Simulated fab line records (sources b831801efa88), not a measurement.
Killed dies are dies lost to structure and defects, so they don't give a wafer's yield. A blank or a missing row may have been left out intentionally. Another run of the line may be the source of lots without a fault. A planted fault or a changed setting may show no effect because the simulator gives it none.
Matching of chambers    flow sky130    hdpcvd-01 running SKY_VIA3_HDPCVD_00: 3 sister chambers
The step deposits SiO2, target thk 1635 nm, time 272.5 s. 6 wafers are shown with their chamber, then 9 later ones without.

## WAFERS WITH THEIR CHAMBER
wafer   chamber  sih4 flow sccm (sccm)
L374.2  0        60.13
L374.5  0        60.20
L378.2  1        60.17
L377.1  2        60.12
L377.2  1        60.14
L377.5  2        60.20

## WAFERS MISSING THEIR CHAMBER
wafer   sih4 flow sccm (sccm)
L381.3  60.02
L381.5  59.87
L381.6  60.06
L382.1  59.88
L382.3  60.25
L382.4  60.09
L383.2  59.86
L383.3  60.09
L383.4  60.11

## WHICH CHAMBER EACH WENT THROUGH
wafer   from the rows above           in truth
L381.3  can't be placed: 1 or 2 or 0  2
L381.5  can't be placed: 1 or 2 or 0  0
L381.6  can't be placed: 1 or 2 or 0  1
L382.1  can't be placed: 1 or 2 or 0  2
L382.3  can't be placed: 0 or 2 or 1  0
L382.4  can't be placed: 1 or 2 or 0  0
L383.2  can't be placed: 1 or 2 or 0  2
L383.3  can't be placed: 1 or 2 or 0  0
L383.4  can't be placed: 1 or 2 or 0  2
Correct placement for 0 of the 9. Not placeable from these rows: 9 (in 9, the candidates include the true chamber). 0 placed wrongly.
How it was worked out, from the rows above alone: a wafer's distance from a chamber is the root of the sum, over the readings, of the square of ((its reading less the chamber's mean) divided by the reading's scatter). If the next closest chamber is less than 2 further off than the closest, the wafer can't be placed; otherwise it belongs to the closest. For every chamber, the mean is computed from those of its wafers that are shown. The scatter: the root of (the sum of the squares of (reading less its chamber's mean) over the shown wafers, divided by (wafers less chambers)).
